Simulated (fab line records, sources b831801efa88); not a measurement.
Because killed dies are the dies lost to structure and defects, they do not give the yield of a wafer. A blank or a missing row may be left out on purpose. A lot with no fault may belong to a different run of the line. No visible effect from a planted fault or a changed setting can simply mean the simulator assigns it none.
2 desks looking at one fault    flow gf180mcu    each desk has only its own numbers; what lay behind them comes last

## THE TOOL OWNER'S DESK: implanter-02
The tool's own readings at GF_VT_IMPLANT_IMPLANT_19, given as means over the sampled wafers that have a number, one for each lot that went through this tool. The brackets show how far a lot's mean lies from the usual mean; more than 4 standard deviations puts the lot out of limits, marked OUT.
Columns: A = tilt deg at GF_VT_IMPLANT_IMPLANT_19, usual 6.999 degrees
lot   first seen here  A
L232  day 6 17:04      7.010
L237  day 8 01:55      -0.021 (-99 or more) OUT
L238  day 8 08:29      0.000 (-99 or more) OUT
L249  day 11 06:43     6.984
L251  day 11 19:59     7.005
L252  day 12 01:08     7.006
This desk's finding: out of limits on L237, L238; first on L237, day 8 01:55 (tilt deg at GF_VT_IMPLANT_IMPLANT_19). L232, L249, L251, L252 stayed within limits.

## FROM THE METROLOGY DESK
What the gauges read, lot by lot, whatever tool the lot ran on: means of the sampled wafers that have a number. The brackets show how far a lot's mean lies from the usual mean; more than 4 standard deviations puts the lot out of limits, marked OUT.
Columns: A = STI_CVD_03_THK at GF_STI_THK_MEAS_04, usual 207.3 nm; B = VT_IMPLANT_2_TW at GF_VT_IMPLANT_TW_MEAS_21, usual 1204; C = M1_ALCU_THK at GF_M1_THK_MEAS_06, usual 464 nm
lot   first seen here  A      B                C
L231  day 1 18:53      207.6  1215             464
L232  day 1 23:38      202.1  1192             468
L233  day 2 05:33      207.9  1206             461
L236  day 2 19:34      206.9  1193             467
L237  day 3 00:43      207.7  1071 (-10) OUT   470
L238  day 3 06:33      209.9  1091 (-8.7) OUT  474
L244  day 4 11:34      208.8  1195             465
L245  day 4 16:34      209.1  1192             464
L246  day 4 22:54      207.3  1212             467
L249  day 5 14:09      205.7  1189             463
L250  day 5 18:49      206.6  1198             467
L251  day 6 00:37      207.6  1190             465
L252  day 6 04:23      206.9  1190             468
This desk's finding: out of limits on L237, L238; first on L237, day 8 02:09 (VT_IMPLANT_2_TW at GF_VT_IMPLANT_TW_MEAS_21). L231, L232, L233, L236, L244, L245, L246, L249, L250, L251, L252 stayed within limits.

## ALL TOGETHER
On L237, L238, at day 8 01:55, an alarm was possible from the tool owner's desk.
The metrology desk could have raised an alarm at day 8 02:09, on L237, L238.
Every lot named ran GF_VT_IMPLANT_IMPLANT_19 on implanter-02.

## WHAT HAD BEEN PUT IN BY THE SIMULATOR
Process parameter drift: implanter-02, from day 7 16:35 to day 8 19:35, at GF_VT_IMPLANT_IMPLANT_19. The setting tilt deg was moved by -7, starting from 7. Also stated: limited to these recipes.
Struck lots among those shown: L237, L238.
Fault start to first reading out of limits, in hours, per desk: tool owner, 9; metrology, 10.
